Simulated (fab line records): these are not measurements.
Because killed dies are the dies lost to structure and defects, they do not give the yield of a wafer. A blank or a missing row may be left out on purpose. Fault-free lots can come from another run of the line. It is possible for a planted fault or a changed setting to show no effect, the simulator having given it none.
Code-filled problem report in 8D (eight disciplines) form + flow gf180mcu + the parts of the form that need people (team, actions taken, sign-off) are left out

## 1. THE ISSUE
Mean of run_length_s at GF_STI_ETCH_14: 119.0 s across 4 wafers in 3 lots; on wafers with no fault it is 131.0 s (standard deviation 0.42). That is -29 standard deviations from the usual mean.
The step: etches Si in HBr/Cl2/O2, target depth 360 nm, time 102.9 s.
Seen first at day 5 05:58 on rie_si-01, wafer L482.5. The record has a number at this step for 19 wafers belonging to 7 lots. By rule, "out" or "out of limits" means more than 4 standard deviations away from the usual mean. Any other wafer with a number is counted as sound.

## 2. WHAT IT IS AND WHAT IT IS NOT
| question                    | is                             | is not                                                                                            |
|-----------------------------|--------------------------------|---------------------------------------------------------------------------------------------------|
| which readings at this step | run_length_s                   | HBr_flow_sccm, drypump_motor_current_A, he_backside_leak_sccm, oes_product_au, throttle_valve_pct |
| which lots                  | L482, L483, L485               | L468, L469, L475, L489                                                                            |
| which wafers of those lots  | L482.5, L482.6, L483.5, L485.5 | L483.3, L483.4, L485.4                                                                            |
| read on which tools         | rie_si-01                      | rie_si-02                                                                                         |
| when                        | from day 5 05:58               | up to then (9 sound wafers); but 6 sound wafers of L483, L485, L489 came after                    |

## 3. SUSPECTS, AND WHAT RULES EACH OUT
Counting: if a tool at a process step up to the reading ran every lot that is out, it stays a suspect. Sound lots after the first of them don't rule it out here, since some wafers of a struck lot are sound.
- rie_si-01 at GF_STI_ETCH_14 (etches Si in HBr/Cl2/O2, target depth 360 nm, time 102.9 s): kept. It ran every lot that is out, first L482 (day 5 05:58); its last sound lot up to then is L468 (day 2 10:52). On those wafers its own readings are out: run_length_s.
After counting, what remains is rie_si-01 at GF_STI_ETCH_14.

## 4. THE CAUSE (what the simulator had put in)
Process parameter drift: rie_si-01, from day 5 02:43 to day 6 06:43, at GF_STI_ETCH_14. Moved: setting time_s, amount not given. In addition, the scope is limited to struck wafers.
After counting, this tool was the only one left.

## 5. SEQUENCE OF EFFECTS, ordered by route
Each row: a reading whose mean over the struck wafers that have a number lies more than 3 standard deviations from the usual. Only readings whose record carries a usual standard deviation are examined. hours: median over the lots of the time between each lot's start at the first step of this table that gives one and its start at this step. sigmas: the change, counted in usual standard deviations.
| hours | step           | reading      | usual   | on struck wafers | change | sigmas |
|-------|----------------|--------------|---------|------------------|--------|--------|
| 0     | GF_STI_ETCH_14 | run_length_s | 131.0 s | 119.0            | -12.0  | -29    |
Here are the process steps it includes:
- GF_STI_ETCH_14: etches Si in HBr/Cl2/O2, target depth 360 nm, time 102.9 s.

## 6. HOW IT WOULD HAVE BEEN CAUGHT EARLIER
3 hours passed between the start of the fault at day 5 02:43 and the first reading out of limits in this record, taken at day 5 05:58.
